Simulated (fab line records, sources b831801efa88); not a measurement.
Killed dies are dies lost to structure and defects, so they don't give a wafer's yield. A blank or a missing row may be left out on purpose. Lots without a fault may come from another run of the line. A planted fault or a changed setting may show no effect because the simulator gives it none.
Chamber matching | flow gf180mcu | GF_STI_ETCH_13 on rie_diel-01: 4 sister chambers
The step etches the open film in CHF3/O2, stops on Si, target depth 282.31 nm, time 112.9 s. 20 wafers are shown with their chamber, then 10 later ones without.

WAFERS WITH THEIR CHAMBER
wafer  | chamber | drypump_motor_current_A (A) | throttle_valve_pct (%) | bias_w (W)
L075.1 | 2       | 6.7                         | 8.795                  | 200.1
L075.2 | 1       | 5.4                         | 8.803                  | 199.7
L075.3 | 0       | 5.6                         | 8.820                  | 201.1
L080.2 | 1       | 5.4                         | 8.801                  | 199.3
L080.4 | 0       | 5.6                         | 8.812                  | 199.6
L080.5 | 1       | 5.4                         | 8.821                  | 199.5
L081.1 | 0       | 5.6                         | 8.819                  | 201.2
L081.2 | 3       | 5.6                         | 8.801                  | 199.6
L081.6 | 1       | 5.4                         | 8.804                  | 199.6
L083.1 | 2       | 6.7                         | 8.812                  | 200.5
L083.2 | 3       | 5.6                         | 8.820                  | 200.6
L083.4 | 0       | 5.6                         | 8.812                  | 200.3
L084.1 | 2       | 6.7                         | 8.805                  | 199.6
L084.4 | 1       | 5.4                         | 8.815                  | 199.9
L084.5 | 1       | 5.4                         | 8.812                  | 200.5
L085.2 | 2       | 6.7                         | 8.803                  | 200.6
L085.4 | 0       | 5.7                         | 8.815                  | 200.0
L085.5 | 0       | 5.6                         | 8.799                  | 200.8
L087.2 | 3       | 5.6                         | 8.797                  | 201.0
L087.4 | 0       | 5.7                         | 8.820                  | 199.4

SIGNATURES (means of the wafers above)
reading                 | chamber 0 | chamber 1 | chamber 2 | chamber 3 | scatter within a chamber
drypump_motor_current_A | 5.629     | 5.400     | 6.700     | 5.600     | 0.0299
throttle_valve_pct      | 8.81386   | 8.80933   | 8.80375   | 8.80600   | 0.00826
bias_w                  | 200.343   | 199.750   | 200.200   | 200.400   | 0.592
Rule: a wafer's distance from a chamber is the root of the sum, over the readings, of the square of ((its reading less the chamber's mean) divided by the reading's scatter). The wafer belongs to the nearest chamber; if the next one is less than 2 further off, it can't be placed. The scatter: the root of (the sum of the squares of (reading less its chamber's mean) over the shown wafers, divided by (wafers less chambers)).

WAFERS WITHOUT THEIR CHAMBER
wafer  | drypump_motor_current_A (A) | throttle_valve_pct (%) | bias_w (W)
L087.6 | 5.6                         | 8.829                  | 199.3
L091.1 | 6.7                         | 8.815                  | 200.2
L091.3 | 5.4                         | 8.807                  | 200.4
L091.6 | 5.6                         | 8.798                  | 200.1
L093.2 | 5.6                         | 8.804                  | 199.8
L093.3 | 5.6                         | 8.808                  | 200.3
L093.4 | 5.4                         | 8.808                  | 199.9
L094.1 | 5.6                         | 8.813                  | 199.3
L094.5 | 5.6                         | 8.811                  | 199.7
L094.6 | 5.6                         | 8.797                  | 200.2

WHICH CHAMBER EACH WENT THROUGH
wafer  | from the rows above     | in truth
L087.6 | can't be placed: 0 or 3 | 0
L091.1 | 2                       | 2
L091.3 | 1                       | 1
L091.6 | can't be placed: 3 or 0 | 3
L093.2 | can't be placed: 3 or 0 | 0
L093.3 | can't be placed: 3 or 0 | 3
L093.4 | 1                       | 1
L094.1 | can't be placed: 0 or 3 | 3
L094.5 | can't be placed: 3 or 0 | 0
L094.6 | can't be placed: 3 or 0 | 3
Placed correctly: 3 of 10. Can't be placed from these rows: 7 (the true chamber is among the candidates in 7). Placed wrongly: 0.
